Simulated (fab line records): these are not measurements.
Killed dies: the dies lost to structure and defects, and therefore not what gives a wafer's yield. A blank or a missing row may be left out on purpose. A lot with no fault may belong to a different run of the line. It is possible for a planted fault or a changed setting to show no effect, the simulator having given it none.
Matching of chambers / flow sky130 / rie-diel-03 running SKY_VIA4_ETCH_12: 4 sister chambers
The step etches SiO2 in C4F8/O2/Ar, stops on TiN, target depth 580 nm. 8 wafers are shown with their chamber, then 9 later ones without.

WAFERS WITH THEIR CHAMBER
wafer=L080.6; chamber=3; oes-product-au (a.u.)=0.924
wafer=L087.1; chamber=3; oes-product-au (a.u.)=0.922
wafer=L087.3; chamber=2; oes-product-au (a.u.)=0.926
wafer=L092.2; chamber=1; oes-product-au (a.u.)=0.931
wafer=L092.6; chamber=0; oes-product-au (a.u.)=0.936
wafer=L093.2; chamber=2; oes-product-au (a.u.)=0.928
wafer=L093.3; chamber=1; oes-product-au (a.u.)=0.927
wafer=L093.4; chamber=0; oes-product-au (a.u.)=0.922

WAFERS WITH NO CHAMBER GIVEN
wafer=L094.1; oes-product-au (a.u.)=0.932
wafer=L094.3; oes-product-au (a.u.)=0.934
wafer=L094.6; oes-product-au (a.u.)=0.922
wafer=L095.1; oes-product-au (a.u.)=0.927
wafer=L095.4; oes-product-au (a.u.)=0.936
wafer=L095.5; oes-product-au (a.u.)=0.927
wafer=L097.3; oes-product-au (a.u.)=0.922
wafer=L097.4; oes-product-au (a.u.)=0.923
wafer=L097.5; oes-product-au (a.u.)=0.925

THE CHAMBER EACH PASSED THROUGH
wafer=L094.1; from the rows above=can't be placed: 0 or 1 or 2 or 3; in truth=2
wafer=L094.3; from the rows above=can't be placed: 0 or 1 or 2 or 3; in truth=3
wafer=L094.6; from the rows above=can't be placed: 3 or 2 or 0 or 1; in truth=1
wafer=L095.1; from the rows above=can't be placed: 2 or 0 or 1 or 3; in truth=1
wafer=L095.4; from the rows above=can't be placed: 0 or 1 or 2 or 3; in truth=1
wafer=L095.5; from the rows above=can't be placed: 2 or 0 or 1 or 3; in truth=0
wafer=L097.3; from the rows above=can't be placed: 3 or 2 or 0 or 1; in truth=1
wafer=L097.4; from the rows above=can't be placed: 3 or 2 or 0 or 1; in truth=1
wafer=L097.5; from the rows above=can't be placed: 2 or 3 or 0 or 1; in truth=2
Correctly placed: 0 of 9. Not placeable from these rows: 9 (in 9, the candidates include the true chamber). Placed wrongly: 0.
How it was worked out, from the rows above alone: a wafer's distance from a chamber is the root of the sum, over the readings, of the square of ((its reading less the chamber's mean) divided by the reading's scatter). If the next closest chamber is less than 2 further off than the closest, the wafer can't be placed; otherwise it belongs to the closest. For every chamber, the mean is computed from those of its wafers that are shown. The scatter: take each reading less its chamber's mean, square it, sum over the shown wafers, divide by the number of wafers less the number of chambers, and take the root.
